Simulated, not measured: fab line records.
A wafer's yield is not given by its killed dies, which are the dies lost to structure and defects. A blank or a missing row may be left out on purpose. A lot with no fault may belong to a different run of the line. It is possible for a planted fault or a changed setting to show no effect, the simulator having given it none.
Shared-tool check :: flow sky130 :: Sampled: 12 lots, 36 wafers

THE REASON FOR OPENING IT
Of 12 lots, 4 have the reading VT_ADJUST_LVTN_2_TW flagged at SKY_VT_ADJUST_LVTN_TW_MEAS_21. Wafers without a fault read 188.6, standard deviation 1.
Rule: flag the lot when none of its wafers has a number, or when each of its wafers that has one lies beyond 4 standard deviations from that mean. All remaining lots are regarded as sound.

lot: L933
measured: day 7 17:12
on: filmMetro-02
VT_ADJUST_LVTN_2_TW, wafer by wafer: 187.1 188.9 188.3
flag: 

lot: L934
measured: day 8 00:31
on: filmMetro-01
VT_ADJUST_LVTN_2_TW, wafer by wafer: 188.0 189.0 189.0
flag: 

lot: L935
measured: day 8 07:46
on: filmMetro-02
VT_ADJUST_LVTN_2_TW, wafer by wafer: 190.4 188.8 190.2
flag: 

lot: L936
measured: day 8 14:13
on: filmMetro-01
VT_ADJUST_LVTN_2_TW, wafer by wafer: 189.9 190.1 188.5
flag: 

lot: L937
measured: day 8 21:52
on: filmMetro-03
VT_ADJUST_LVTN_2_TW, wafer by wafer: 188.8 189.9 189.5
flag: 

lot: L938
measured: day 9 03:52
on: filmMetro-03
VT_ADJUST_LVTN_2_TW, wafer by wafer: 188.1 187.5 187.2
flag: 

lot: L940
measured: day 9 17:25
on: filmMetro-02
VT_ADJUST_LVTN_2_TW, wafer by wafer: 187.4 188.6 188.4
flag: 

lot: L941
measured: day 9 22:55
on: filmMetro-03
VT_ADJUST_LVTN_2_TW, wafer by wafer: 189.0 188.7 187.6
flag: 

lot: L944
measured: day 10 19:04
on: filmMetro-02
VT_ADJUST_LVTN_2_TW, wafer by wafer: 289.6 290.8 288.6
flag: FLAGGED

lot: L945
measured: day 11 00:37
on: filmMetro-01
VT_ADJUST_LVTN_2_TW, wafer by wafer: 292.1 291.4 293.2
flag: FLAGGED

lot: L946
measured: day 11 08:01
on: filmMetro-03
VT_ADJUST_LVTN_2_TW, wafer by wafer: 287.3 288.6 288.8
flag: FLAGGED

lot: L947
measured: day 11 16:31
on: filmMetro-01
VT_ADJUST_LVTN_2_TW, wafer by wafer: 293.1 292.0 291.4
flag: FLAGGED
Averaged over the flagged lots the numbers come to 290.6, +102.0 from the usual (+99 or more standard deviations).

EACH LOT AND THE TOOL IT RAN ON
2 process steps preceding the reading are held in the record, out of 708 steps in the route. In each cell: the tool, then ch and the chambers that the sampled wafers went through, then the start.
lot: L933
flag: 
SKY_FIELD_ISO_STRIP_16: plasmaAsher-04 ch 0,1, day 2 05:46
SKY_VT_ADJUST_LVTN_IMPLANT_19: implanter-01 ch 0, day 7 16:57

lot: L934
flag: 
SKY_FIELD_ISO_STRIP_16: plasmaAsher-01 ch 0,1, day 2 09:25
SKY_VT_ADJUST_LVTN_IMPLANT_19: implanter-02 ch 0, day 8 00:18

lot: L935
flag: 
SKY_FIELD_ISO_STRIP_16: plasmaAsher-01 ch 0,1, day 2 16:28
SKY_VT_ADJUST_LVTN_IMPLANT_19: implanter-01 ch 0, day 8 07:31

lot: L936
flag: 
SKY_FIELD_ISO_STRIP_16: plasmaAsher-04 ch 0, day 2 20:29
SKY_VT_ADJUST_LVTN_IMPLANT_19: implanter-02 ch 0, day 8 13:58

lot: L937
flag: 
SKY_FIELD_ISO_STRIP_16: plasmaAsher-04 ch 0,1, day 3 01:15
SKY_VT_ADJUST_LVTN_IMPLANT_19: implanter-04 ch 0, day 8 21:37

lot: L938
flag: 
SKY_FIELD_ISO_STRIP_16: plasmaAsher-01 ch 0,1, day 3 07:18
SKY_VT_ADJUST_LVTN_IMPLANT_19: implanter-01 ch 0, day 9 03:37

lot: L940
flag: 
SKY_FIELD_ISO_STRIP_16: plasmaAsher-02 ch 1, day 3 18:56
SKY_VT_ADJUST_LVTN_IMPLANT_19: implanter-04 ch 0, day 9 17:10

lot: L941
flag: 
SKY_FIELD_ISO_STRIP_16: plasmaAsher-02 ch 0,1, day 3 22:38
SKY_VT_ADJUST_LVTN_IMPLANT_19: implanter-02 ch 0, day 9 22:40

lot: L944
flag: FLAGGED
SKY_FIELD_ISO_STRIP_16: plasmaAsher-04 ch 0,1, day 4 13:14
SKY_VT_ADJUST_LVTN_IMPLANT_19: implanter-01 ch 0, day 10 18:49

lot: L945
flag: FLAGGED
SKY_FIELD_ISO_STRIP_16: plasmaAsher-02 ch 0, day 4 18:40
SKY_VT_ADJUST_LVTN_IMPLANT_19: implanter-02 ch 0, day 11 00:23

lot: L946
flag: FLAGGED
SKY_FIELD_ISO_STRIP_16: plasmaAsher-02 ch 0,1, day 5 01:50
SKY_VT_ADJUST_LVTN_IMPLANT_19: implanter-02 ch 0, day 11 07:46

lot: L947
flag: FLAGGED
SKY_FIELD_ISO_STRIP_16: plasmaAsher-01 ch 0,1, day 5 07:21
SKY_VT_ADJUST_LVTN_IMPLANT_19: implanter-02 ch 0, day 11 16:16
What these steps do:
- SKY_FIELD_ISO_STRIP_16: strips in O2/N2.
- SKY_VT_ADJUST_LVTN_IMPLANT_19
- SKY_VT_ADJUST_LVTN_TW_MEAS_21

FLAGGED OVER TOTAL, TOOL BY TOOL (the gauges that took the reading come last)
step: SKY_FIELD_ISO_STRIP_16
tool: plasmaAsher-01
lots run: 4
flagged: 1
share of the flagged lots: some
sound lots run after its first flagged lot: 0

step: SKY_FIELD_ISO_STRIP_16
tool: plasmaAsher-02
lots run: 4
flagged: 2
share of the flagged lots: some
sound lots run after its first flagged lot: 0

step: SKY_FIELD_ISO_STRIP_16
tool: plasmaAsher-04
lots run: 4
flagged: 1
share of the flagged lots: some
sound lots run after its first flagged lot: 0

step: SKY_VT_ADJUST_LVTN_IMPLANT_19
tool: implanter-01
lots run: 4
flagged: 1
share of the flagged lots: some
sound lots run after its first flagged lot: 0

step: SKY_VT_ADJUST_LVTN_IMPLANT_19
tool: implanter-02
lots run: 6
flagged: 3
share of the flagged lots: some
sound lots run after its first flagged lot: 0

step: SKY_VT_ADJUST_LVTN_IMPLANT_19
tool: implanter-04
lots run: 2
flagged: 0
share of the flagged lots: none
sound lots run after its first flagged lot: -

step: SKY_VT_ADJUST_LVTN_TW_MEAS_21
tool: filmMetro-01
lots run: 4
flagged: 2
share of the flagged lots: some
sound lots run after its first flagged lot: 0

step: SKY_VT_ADJUST_LVTN_TW_MEAS_21
tool: filmMetro-02
lots run: 4
flagged: 1
share of the flagged lots: some
sound lots run after its first flagged lot: 0

step: SKY_VT_ADJUST_LVTN_TW_MEAS_21
tool: filmMetro-03
lots run: 4
flagged: 1
share of the flagged lots: some
sound lots run after its first flagged lot: 0

THE TABLE: WHAT IT ALLOWS
No row of the table ran every flagged lot.

WHAT THE SIMULATOR PUT IN
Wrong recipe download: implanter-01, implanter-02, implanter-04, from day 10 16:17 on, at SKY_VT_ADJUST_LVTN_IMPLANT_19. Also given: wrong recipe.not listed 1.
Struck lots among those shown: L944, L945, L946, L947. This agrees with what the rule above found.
